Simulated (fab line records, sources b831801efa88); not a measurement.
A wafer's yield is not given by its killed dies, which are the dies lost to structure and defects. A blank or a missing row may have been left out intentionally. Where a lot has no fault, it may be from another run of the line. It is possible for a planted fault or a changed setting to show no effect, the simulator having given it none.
The tool behind it: which one? -- flow gf180mcu -- Sampling: 12 lots, 36 wafers, 5 of 602 route steps

== WHAT THE GAUGES READ, wafer by wafer ==
GF_DNWELL_TW_MEAS_09.
lot,measured,on,DNWELL_TW
L260,day 2 18:17,film-metro-02,1342 1336 1331
L261,day 3 01:02,film-metro-04,1360 1356 1356
L262,day 3 05:44,film-metro-04,1367 1366 1367
L263,day 3 09:15,film-metro-04,1367 1365 1369
L264,day 3 14:56,film-metro-03,1334 1328 1331
L265,day 4 01:31,film-metro-04,1356 1364 1368
L268,day 4 16:00,film-metro-02,1345 1344 1352
L269,day 4 19:39,film-metro-02,1335 1347 1344
L275,day 6 02:32,film-metro-02,1333 1324 1328
L277,day 6 13:35,film-metro-03,1336 1335 1338
L280,day 7 04:20,film-metro-03,1339 1346 1342
L283,day 7 20:12,film-metro-03,1338 1343 1346

GF_NWELL_TW_MEAS_11.
lot,measured,on,NWELL_TW
L260,day 3 06:55,film-metro-04,1577 1579 1573
L261,day 3 14:29,film-metro-01,1578 1573 1585
L262,day 3 18:57,film-metro-04,1581 1580 1587
L263,day 3 22:38,film-metro-02,1552 1553 1556
L264,day 4 04:55,film-metro-04,1580 1585 1583
L265,day 4 15:36,film-metro-02,1549 1553 1550
L268,day 5 06:53,film-metro-02,1554 1567 1554
L269,day 5 10:19,film-metro-01,1581 1578 1583
L275,day 6 17:43,film-metro-01,1587 1587 1589
L277,day 7 04:49,film-metro-04,1582 1584 1585
L280,day 7 19:55,film-metro-02,1540 1546 1544
L283,day 8 09:16,film-metro-04,1561 1552 1561

GF_VT_IMPLANT_RS_MEAS_49: measures by four-point-probe.
lot,measured,on,MVPSD_RS (ohm/sq)
L260,day 7 13:23,film-metro-02,1167 1169 1169
L261,day 7 23:38,film-metro-02,1170 1169 1172
L262,day 8 02:20,film-metro-02,1165 1169 1169
L263,day 8 07:13,film-metro-02,1168 1174 1172
L264,day 8 11:51,film-metro-04,1165 1170 1167
L265,day 8 18:08,film-metro-02,1170 1171 1168
L268,day 9 08:55,film-metro-04,1171 1167 1168
L269,day 9 15:26,film-metro-04,1170 1172 1169
L275,day 11 06:10,film-metro-01,1107 1109 1109
L277,day 11 17:05,film-metro-02,1109 1106 1105
L280,day 12 12:16,film-metro-04,1166 1166 1164
L283,day 13 08:43,film-metro-01,1170 1172 1172

== EACH LOT AND THE TOOL THAT RAN IT (in order: tool; ch and the chambers of the sampled wafers; start) ==
lot,GF_STI_STRIP_15,GF_MVPSD_IMPLANT_09
L260,"plasma-asher-03 ch 0, day 2 01:20","implanter-02 ch 0, day 5 01:20"
L261,"plasma-asher-01 ch 0,1, day 2 07:53","implanter-03 ch 0, day 5 09:28"
L262,"plasma-asher-03 ch 0,1, day 2 12:44","implanter-03 ch 0, day 5 13:49"
L263,"plasma-asher-03 ch 0,1, day 2 16:40","implanter-03 ch 0, day 5 18:40"
L264,"plasma-asher-02 ch 0,1, day 2 22:18","implanter-02 ch 0, day 6 01:16"
L265,"plasma-asher-01 ch 0,1, day 3 07:00","implanter-03 ch 0, day 6 11:08"
L268,"plasma-asher-01 ch 0,1, day 3 20:23","implanter-02 ch 0, day 7 03:38"
L269,"plasma-asher-02 ch 0,1, day 3 23:46","implanter-02 ch 0, day 7 08:32"
L275,"plasma-asher-02 ch 0,1, day 5 07:42","implanter-02 ch 0, day 8 11:46"
L277,"plasma-asher-01 ch 0,1, day 5 17:45","implanter-02 ch 0, day 8 20:43"
L280,"plasma-asher-02 ch 0,1, day 6 08:40","implanter-01 ch 0, day 9 09:16"
L283,"plasma-asher-03 ch 0,1, day 7 00:37","implanter-01 ch 0, day 10 04:34"
- GF_STI_STRIP_15: strips in O2/N2.
- GF_MVPSD_IMPLANT_09

== WHAT THE TOOLS THEMSELVES READ (means of the sampled wafers that have a number; where no wafer has one, the mark that the record gives instead) ==
GF_STI_STRIP_15.
lot,tool,drypump-motor-current-A (A),heater-power-w (W),oes-product-au (a.u.),strip-time-to-endpoint-s (s)
L260,plasma-asher-03,5.8,314,0.382,3.69
L261,plasma-asher-01,5.8,371,0.385,3.71
L262,plasma-asher-03,5.8,332,0.379,3.70
L263,plasma-asher-03,5.8,331,0.382,3.73
L264,plasma-asher-02,5.5,316,0.384,3.70
L265,plasma-asher-01,5.7,381,0.381,3.71
L268,plasma-asher-01,5.7,376,0.377,3.66
L269,plasma-asher-02,5.8,313,0.383,3.68
L275,plasma-asher-02,5.9,314,0.388,3.70
L277,plasma-asher-01,5.8,367,0.390,3.70
L280,plasma-asher-02,5.5,297,0.383,3.76
L283,plasma-asher-03,5.8,334,0.378,3.66

GF_MVPSD_IMPLANT_09.
lot,tool,dose-ions-cm2,faraday-current-uA
L260,implanter-02,5e+12,28.6
L261,implanter-03,5e+12,28.2
L262,implanter-03,5e+12,28.5
L263,implanter-03,5e+12,28.1
L264,implanter-02,5e+12,28.4
L265,implanter-03,5e+12,28.9
L268,implanter-02,5e+12,28.3
L269,implanter-02,5e+12,28.6
L275,implanter-02,7e+12,36.5
L277,implanter-02,7e+12,36.7
L280,implanter-01,5e+12,27.9
L283,implanter-01,5e+12,28.1

== THE ANSWER, worked out from the rows above alone ==
Rule: the usual values come from the lots themselves. The widest of any qualifying gaps counts: lots, ordered by their means at a reading, are off when they make up no more than a third of the lots, leave a main group of 4 or more, and stand apart from it by 3 or more times the standard deviation of that group's means. A main group is skipped when, at the precision printed for the reading in the tables above, its means are all equal. Also off: a lot with no number at a reading for which 4 or more lots have one. The other lots that the step has rows for count as sound. The gauges are gone through in route order, then the tools' own readings, and for those a lot's mean is taken as printed above. At the first step where some lot is off, the reading lying furthest off is the one used; lots without a number count as furthest.
Off: L275, L277, seen at GF_VT_IMPLANT_RS_MEAS_49 (MVPSD_RS). The main group has a mean of 1169 ohm/sq with a standard deviation of 1.8.
If a tool, at a process step before that reading, ran all the lots that are off and no sound lot after the first of them, it fits. The gauges at GF_VT_IMPLANT_RS_MEAS_49 aren't tried: what is off there is off at GF_MVPSD_IMPLANT_09 too, on other tools, and a gauge's error can't cause that. One fits: GF_MVPSD_IMPLANT_09 on implanter-02. A fault onset in the window from L269 (day 7 08:32, its last sound lot) to L275 (day 8 11:46, its first lot off) fits.
The tool's own readings at GF_MVPSD_IMPLANT_09 bear it out: on the lots that are off they differ by more than 5 times the standard deviation of the sound lots' means. dose-ions-cm2 reads 7e+12 there against 5e+12 on the sound lots; faraday-current-uA reads 36.6 there against 28.4 on the sound lots.

== WHAT THE SIMULATOR HAD PUT IN ==
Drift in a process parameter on implanter-02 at GF_MVPSD_IMPLANT_09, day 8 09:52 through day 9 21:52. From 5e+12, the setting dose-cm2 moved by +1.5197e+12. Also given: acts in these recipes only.
Struck lots among those shown: L275, L277. The rule above found the same.
